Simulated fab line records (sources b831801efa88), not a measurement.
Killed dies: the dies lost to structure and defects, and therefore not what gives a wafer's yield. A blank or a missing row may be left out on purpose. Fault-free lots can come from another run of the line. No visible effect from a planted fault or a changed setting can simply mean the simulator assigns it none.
8D (eight disciplines) problem report, filled in by code	flow sky130	the parts of the form that need people (team, actions taken, sign-off) are left out

== 1. PROBLEM STATEMENT ==
Mean of oes-product-au at SKY_VIA1_ETCH_15: 0.794 a.u. across 3 wafers in 2 lots; on wafers with no fault it is 0.981 a.u. (standard deviation 0.0055). Relative to the usual mean, that is a shift of -34 standard deviations.
The step: etches SiO2 in C4F8/O2/Ar, stops on TiN, target depth 351 nm, time 54 s.
Earliest sighting: wafer L902.5 on rie-diel-02 at day 38 23:52. Wafers with a number at this step in the record: 41, from 14 lots. Rule for "out", or "out of limits": more than 4 standard deviations from the usual mean. Any other wafer with a number is counted as sound.

== 2. WHAT IT IS AND WHAT IT IS NOT ==
question	is	is not
which readings at this step	oes-product-au	-
which lots	L902, L905	L887, L889, L890, L891, L892, L893, L894, L895, L896, L897, L908, L909
which wafers of those lots	L902.5, L905.1, L905.5	L902.6, L905.4
read on which tools	rie-diel-02	rie-diel-01, rie-diel-04
when	from day 38 23:52	up to then (31 sound wafers); but 7 sound wafers of L905, L908, L909 came after

== 3. SUSPECTS, AND WHAT RULES EACH OUT ==
Counting: a tool at a process step up to the reading stays a suspect if it ran every lot that is out. Sound lots after the first of them don't rule it out here, since some wafers of a struck lot are sound.
- rie-diel-02 at SKY_VIA1_ETCH_15 (etches SiO2 in C4F8/O2/Ar, stops on TiN, target depth 351 nm, time 54 s): kept. It processed each lot that is out (first: L902, day 38 23:52); up to then, its last sound lot is L896 (day 37 17:21). Its own readings are out on those wafers: oes-product-au.
The count leaves rie-diel-02 at SKY_VIA1_ETCH_15.

== 4. THE CAUSE (what the simulator had put in) ==
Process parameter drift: rie-diel-02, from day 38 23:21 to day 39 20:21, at SKY_VIA1_ETCH_15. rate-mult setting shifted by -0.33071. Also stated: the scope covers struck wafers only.
The count eliminated every tool but this one.

== 5. SEQUENCE OF EFFECTS, ordered by route ==
One row per reading whose mean, taken over the struck wafers that have a number, lies over 3 standard deviations from the usual. Scope: only readings with a usual standard deviation given in the record; hours: median across lots of the time from each lot's start at the first step in this table that gives one to its start at this step; sigmas: change in usual standard deviations.
hours	step	reading	usual	on struck wafers	change	sigmas
0	SKY_VIA1_ETCH_15	oes-product-au	0.981 a.u.	0.794	-0.187	-34
0	SKY_VIA1_STRIP_16	strip-time-to-endpoint-s	4.457 s	4.700	+0.243	+14
Here are the process steps it includes:
- SKY_VIA1_ETCH_15: etches SiO2 in C4F8/O2/Ar, stops on TiN, target depth 351 nm, time 54 s.
- SKY_VIA1_STRIP_16: strips in O2/N2.

== 6. HOW IT WOULD HAVE BEEN CAUGHT EARLIER ==
In this record the first reading out of limits was taken at day 38 23:52, 1 hour after the fault began at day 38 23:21.
